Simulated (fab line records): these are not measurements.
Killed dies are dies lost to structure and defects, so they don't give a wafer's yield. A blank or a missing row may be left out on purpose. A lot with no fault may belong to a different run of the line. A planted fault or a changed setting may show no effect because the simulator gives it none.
Which tool is to blame? + flow sfq_line + Sampling: 15 lots, 42 wafers, 5 of 325 route steps

WHAT THE GAUGES READ, wafer by wafer
SFQ_I0_OVL_MEAS_908.
| lot  | measured     | on         | I0_OVL (nm) |
|------|--------------|------------|-------------|
| L641 | day 16 18:52 | overlay-02 | 9 0 4       |
| L642 | day 16 23:40 | overlay-02 | 6 9 3       |
| L643 | day 17 03:16 | overlay-02 | -14 -6 -7   |
| L644 | day 17 14:11 | overlay-01 | -7 -5 -3    |
| L645 | day 18 10:43 | overlay-01 | 6 5 4       |
| L646 | day 19 02:19 | overlay-01 | -11 4 6     |
| L648 | day 20 02:14 | overlay-01 | 1 -2 8      |
| L649 | day 20 04:38 | overlay-02 | -2 2 -3     |
| L653 | day 21 00:16 | overlay-02 | 5 -6 -6     |
| L654 | day 21 01:29 | overlay-02 | -1 6 -2     |
| L656 | day 21 03:53 | overlay-02 | 4 -2        |
| L657 | day 21 05:05 | overlay-01 | 0 1         |
| L661 | day 21 09:52 | overlay-01 | 0 1         |
| L662 | day 21 11:05 | overlay-01 | 8 3 1       |
| L663 | day 21 12:16 | overlay-01 | 0 -1 3      |

SFQ_M4_RS_MEAS_924: the measuring method here is four-point-probe.
| lot  | measured     | on            | M4_NB_RS (ohm/sq) |
|------|--------------|---------------|-------------------|
| L641 | day 44 08:20 | film_metro-02 | 0.884 0.890 0.877 |
| L642 | day 44 16:43 | film_metro-03 | 0.905 0.899 0.909 |
| L643 | day 44 17:44 | film_metro-01 | 0.883 0.888 0.884 |
| L644 | day 44 21:43 | film_metro-03 | 0.895 0.890 0.888 |
| L645 | day 44 23:55 | film_metro-02 | 0.904 0.903 0.897 |
| L646 | day 51 05:05 | film_metro-03 | 0.887 0.878 0.883 |
| L648 | day 55 22:37 | film_metro-02 | 0.902 0.903 0.901 |
| L649 | day 56 08:13 | film_metro-01 | 0.890 0.883 0.892 |
| L653 | day 56 21:25 | film_metro-02 | 0.898 0.886 0.896 |
| L654 | day 57 01:04 | film_metro-02 | 0.899 0.893 0.894 |
| L656 | day 57 04:42 | film_metro-03 | 0.900 0.907       |
| L657 | day 57 07:06 | film_metro-02 | 0.887 0.886       |
| L661 | day 57 17:49 | film_metro-01 | 0.893 0.903       |
| L662 | day 57 23:58 | film_metro-03 | 0.895 0.905 0.898 |
| L663 | day 58 02:31 | film_metro-01 | 0.889 0.890 0.891 |

WHAT TOOL EACH LOT RAN ON (gives the tool, then ch and the chambers of the sampled wafers, and finally the start)
| lot  | SFQ_TRILAYER_I3_DEP_PECVD_081   | SFQ_TRILAYER_I3_CMP_CMP_082   | SFQ_TRILAYER_I3_VIA_STRIP_STRIP_089 |
|------|---------------------------------|-------------------------------|-------------------------------------|
| L641 | pecvd-01 ch 1,2, day 43 21:44   | cmp-01 ch 0,1,3, day 44 01:24 | rie_metal-04 ch 0,1, day 44 07:14   |
| L642 | pecvd-02 ch 0,1,2, day 43 22:56 | cmp-01 ch 1,2,3, day 44 06:24 | rie_metal-01 ch 0,1, day 44 15:38   |
| L643 | pecvd-03 ch 0,2, day 44 00:08   | cmp-02 ch 0,1,2, day 44 10:25 | rie_metal-03 ch 1, day 44 16:50     |
| L644 | pecvd-02 ch 0,2, day 44 02:07   | cmp-01 ch 0,1,2, day 44 12:24 | rie_metal-01 ch 0,1, day 44 20:48   |
| L645 | pecvd-01 ch 0,1,2, day 44 05:13 | cmp-01 ch 0,2,3, day 44 15:24 | rie_metal-01 ch 0,1, day 44 23:02   |
| L646 | pecvd-03 ch 1,2, day 44 22:34   | cmp-01 ch 1,2,3, day 45 17:21 | rie_metal-04 ch 0,1, day 51 04:11   |
| L648 | pecvd-01 ch 0,1,2, day 50 22:59 | cmp-02 ch 0,2,3, day 51 01:29 | rie_metal-01 ch 0,1, day 55 21:43   |
| L649 | pecvd-03 ch 0,1, day 51 06:11   | cmp-02 ch 0,1,2, day 51 10:29 | rie_metal-04 ch 0,1, day 56 07:19   |
| L653 | pecvd-03 ch 0,2, day 51 16:59   | cmp-01 ch 1,2,3, day 52 02:48 | rie_metal-04 ch 0,1, day 56 20:31   |
| L654 | pecvd-02 ch 0,2, day 51 19:23   | cmp-02 ch 0,3, day 52 07:29   | rie_metal-01 ch 0,1, day 57 00:19   |
| L656 | pecvd-02 ch 0,1, day 52 01:26   | cmp-02 ch 0,1, day 52 15:29   | rie_metal-04 ch 0,1, day 57 04:07   |
| L657 | pecvd-02 ch 0,1, day 52 03:50   | cmp-02 ch 1,2, day 52 18:29   | rie_metal-01 ch 0,1, day 57 06:31   |
| L661 | pecvd-02 ch 1,2, day 52 15:47   | cmp-01 ch 1,3, day 53 03:56   | rie_metal-03 ch 1, day 57 16:55     |
| L662 | pecvd-01 ch 0,2, day 52 16:59   | cmp-01 ch 0,1,3, day 53 05:56 | rie_metal-01 ch 0,1, day 57 23:03   |
| L663 | pecvd-03 ch 0,1,2, day 52 19:23 | cmp-02 ch 0,1,2, day 53 07:59 | rie_metal-04 ch 0,1, day 58 01:27   |
- SFQ_TRILAYER_I3_DEP_PECVD_081: deposits SiO2 from SiH4/N2O, time 111.11 s, target thk 500 nm.
- SFQ_TRILAYER_I3_CMP_CMP_082: polishes SiO2.
- SFQ_TRILAYER_I3_VIA_STRIP_STRIP_089: strips in O2.

WHAT THE TOOLS THEMSELVES READ (means of the sampled wafers that have a number; where no wafer has one, the mark that the record gives instead)
SFQ_TRILAYER_I3_DEP_PECVD_081.
| lot  | tool     | heater_power_w (W) | run_length_s (s) | throttle_valve_pct (%) |
|------|----------|--------------------|------------------|------------------------|
| L641 | pecvd-01 | 70                 | 139.4            | 24.0                   |
| L642 | pecvd-02 | 74                 | 139.1            | 26.7                   |
| L643 | pecvd-03 | 96                 | 139.7            | 25.1                   |
| L644 | pecvd-02 | 73                 | 139.4            | 27.9                   |
| L645 | pecvd-01 | 84                 | 139.3            | 23.7                   |
| L646 | pecvd-03 | 111                | 139.7            | 25.9                   |
| L648 | pecvd-01 | 84                 | 139.5            | 24.1                   |
| L649 | pecvd-03 | 107                | 139.7            | 24.6                   |
| L653 | pecvd-03 | 89                 | 139.3            | 27.0                   |
| L654 | pecvd-02 | 78                 | 139.0            | 27.8                   |
| L656 | pecvd-02 | 74                 | 171.2            | 25.6                   |
| L657 | pecvd-02 | 77                 | 171.8            | 25.6                   |
| L661 | pecvd-02 | 82                 | 155.5            | 26.6                   |
| L662 | pecvd-01 | 76                 | 139.1            | 24.1                   |
| L663 | pecvd-03 | 105                | 139.5            | 26.1                   |

SFQ_TRILAYER_I3_CMP_CMP_082.
| lot  | tool   | motor_current_A (A) | time_to_endpoint_s (s) |
|------|--------|---------------------|------------------------|
| L641 | cmp-01 | 10.0                | 213                    |
| L642 | cmp-01 | 10.1                | 206                    |
| L643 | cmp-02 | 10.7                | 212                    |
| L644 | cmp-01 | 10.2                | 211                    |
| L645 | cmp-01 | 10.2                | 201                    |
| L646 | cmp-01 | 10.5                | 210                    |
| L648 | cmp-02 | 9.8                 | 214                    |
| L649 | cmp-02 | 10.8                | 210                    |
| L653 | cmp-01 | 10.0                | 217                    |
| L654 | cmp-02 | 9.7                 | 210                    |
| L656 | cmp-02 | 11.1                | 330                    |
| L657 | cmp-02 | 11.8                | 320                    |
| L661 | cmp-01 | 10.2                | 266                    |
| L662 | cmp-01 | 10.2                | 214                    |
| L663 | cmp-02 | 10.9                | 219                    |

SFQ_TRILAYER_I3_VIA_STRIP_STRIP_089.
| lot  | tool         | drypump_motor_current_A (A) | oes_product_au (a.u.) |
|------|--------------|-----------------------------|-----------------------|
| L641 | rie_metal-04 | 6.0                         | 0.998                 |
| L642 | rie_metal-01 | 6.0                         | 0.995                 |
| L643 | rie_metal-03 | 5.7                         | 0.992                 |
| L644 | rie_metal-01 | 6.0                         | 0.994                 |
| L645 | rie_metal-01 | 6.0                         | 0.999                 |
| L646 | rie_metal-04 | 6.0                         | 1.010                 |
| L648 | rie_metal-01 | 6.0                         | 1.004                 |
| L649 | rie_metal-04 | 6.0                         | 0.996                 |
| L653 | rie_metal-04 | 5.6                         | 1.000                 |
| L654 | rie_metal-01 | 6.0                         | 0.999                 |
| L656 | rie_metal-04 | 5.8                         | 1.002                 |
| L657 | rie_metal-01 | 6.0                         | 0.998                 |
| L661 | rie_metal-03 | 5.7                         | 0.998                 |
| L662 | rie_metal-01 | 6.0                         | 1.008                 |
| L663 | rie_metal-04 | 6.0                         | 0.999                 |

THE ANSWER, worked out from the rows above alone
Rule: usual is defined by the lots themselves. Put in order of their means at a reading, lots are off if they are a third of the lots or fewer, leave a main group of 4 or more, and stand apart from it by a gap of 3 or more times the standard deviation of the main group's means; of several such gaps the widest counts. A main group is skipped when, at the precision printed for the reading in the tables above, its means are all equal. Also off: a lot with no number at a reading for which 4 or more lots have one. Where the step has rows for the other lots, those lots are counted as sound. First the gauges in route order, then the tools' own readings, where a lot's mean is used as printed above. The first step at which some lot is off is used, and at that step the reading that is off furthest; a lot without a number counts as furthest.
Off: L656, L657, L661, at SFQ_TRILAYER_I3_DEP_PECVD_081 (run_length_s). The main group: mean 139.4 s, standard deviation 0.23.
A tool fits if, at that step or a process step before it, it ran every lot that is off, and no sound lot after the first of them. One fits: pecvd-02 at SFQ_TRILAYER_I3_DEP_PECVD_081. Its last sound lot is L654 (day 51 19:23), its first lot that is off L656 (day 52 01:26): a fault that began between those two fits.
On the lots that are off, the tool's own readings at SFQ_TRILAYER_I3_DEP_PECVD_081 differ by more than 5 times the standard deviation of the sound lots' means, which bears it out; run_length_s reads 166.2 s there versus 139.4 s on the sound lots.

WHAT THE SIMULATOR HAD PUT IN
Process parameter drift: pecvd-02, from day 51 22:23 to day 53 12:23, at SFQ_TRILAYER_I3_DEP_PECVD_081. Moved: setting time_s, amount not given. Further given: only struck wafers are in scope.
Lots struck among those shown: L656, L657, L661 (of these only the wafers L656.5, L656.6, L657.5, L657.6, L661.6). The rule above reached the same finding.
